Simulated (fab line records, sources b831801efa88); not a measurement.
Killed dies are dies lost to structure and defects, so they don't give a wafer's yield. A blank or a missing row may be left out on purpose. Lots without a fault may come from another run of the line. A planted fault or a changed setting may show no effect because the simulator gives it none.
Chamber matching | flow gf180mcu | GF_SAB_ETCH_11 on rie_diel-01: 4 sister chambers
The step etches SiO2 in C4F8/O2/Ar, target depth 55 nm, time 8.5 s. 7 wafers are shown with their chamber, then 7 later ones without.

WAFERS WITH THEIR CHAMBER
wafer  | chamber | oes_product_au (a.u.) | bias_w (W)
L390.3 | 0       | 0.993                 | 1196
L390.6 | 3       | 0.994                 | 1202
L391.6 | 0       | 0.998                 | 1202
L393.2 | 3       | 0.996                 | 1205
L393.4 | 2       | 1.007                 | 1203
L396.2 | 2       | 1.003                 | 1203
L396.5 | 1       | 0.999                 | 1200

WAFERS WITHOUT THEIR CHAMBER
wafer  | oes_product_au (a.u.) | bias_w (W)
L396.6 | 1.008                 | 1196
L405.1 | 0.999                 | 1199
L405.3 | 1.002                 | 1196
L405.6 | 1.002                 | 1199
L407.2 | 0.995                 | 1205
L407.3 | 1.003                 | 1199
L407.4 | 0.996                 | 1200

WHICH CHAMBER EACH WENT THROUGH
wafer  | from the rows above               | in truth
L396.6 | can't be placed: 2 or 1 or 0      | 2
L405.1 | can't be placed: 1 or 0 or 3      | 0
L405.3 | can't be placed: 1 or 0 or 2 or 3 | 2
L405.6 | can't be placed: 1 or 2 or 0 or 3 | 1
L407.2 | can't be placed: 3 or 0 or 1      | 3
L407.3 | can't be placed: 1 or 2 or 0 or 3 | 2
L407.4 | can't be placed: 0 or 1 or 3      | 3
Placed correctly: 0 of 7. Can't be placed from these rows: 7 (the true chamber is among the candidates in 7). Placed wrongly: 0.
How it was worked out, from the rows above alone: a wafer's distance from a chamber is the root of the sum, over the readings, of the square of ((its reading less the chamber's mean) divided by the reading's scatter). The wafer belongs to the nearest chamber; if the next one is less than 2 further off, it can't be placed. A chamber's mean is the mean of its shown wafers. The scatter: the root of (the sum of the squares of (reading less its chamber's mean) over the shown wafers, divided by (wafers less chambers)).
